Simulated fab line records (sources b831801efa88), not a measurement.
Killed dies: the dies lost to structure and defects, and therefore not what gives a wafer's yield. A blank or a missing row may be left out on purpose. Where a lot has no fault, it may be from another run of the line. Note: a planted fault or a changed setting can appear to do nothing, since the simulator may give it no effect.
Chamber matching ; flow sky130 ; SKY_LI_CONTACT_ETCH_14 on rie-diel-02 has 4 sister chambers
The step etches BARC in N2/H2, stops on SiO2, time 45.9 s, target depth 60 nm. 4 wafers are shown with their chamber, then 11 later ones without.

WAFERS WITH THEIR CHAMBER
wafer;chamber;drypump-motor-current-A (A)
L083.2;2;5.9
L086.3;0;5.5
L086.6;1;6.7
L093.1;3;6.0

WAFERS WITH NO CHAMBER GIVEN
wafer;drypump-motor-current-A (A)
L093.2;5.5
L093.3;5.9
L093.4;6.7
L093.5;5.5
L093.6;6.0
L096.1;5.4
L096.2;6.0
L096.3;5.9
L096.4;5.9
L096.5;6.0
L096.6;5.4

CHAMBER TAKEN BY EACH
wafer;from the rows above;in truth
L093.2;0;0
L093.3;2;2
L093.4;1;1
L093.5;0;0
L093.6;3;3
L096.1;0;0
L096.2;3;3
L096.3;2;2
L096.4;2;2
L096.5;3;3
L096.6;0;0
Correct placement for 11 of the 11. Left unplaced by these rows: 0. Placed wrongly: 0.
How it was worked out, from the rows above alone: a wafer's distance from a chamber is the root of the sum, over the readings, of the square of ((its reading less the chamber's mean) divided by the reading's scatter). The wafer belongs to the nearest chamber; if the next one is less than 2 further off, it can't be placed. A chamber's mean is the mean of its shown wafers. The scatter (one wafer shown for each chamber): square how far every hidden wafer sits from the nearest shown wafer, average those squares and take the square root.
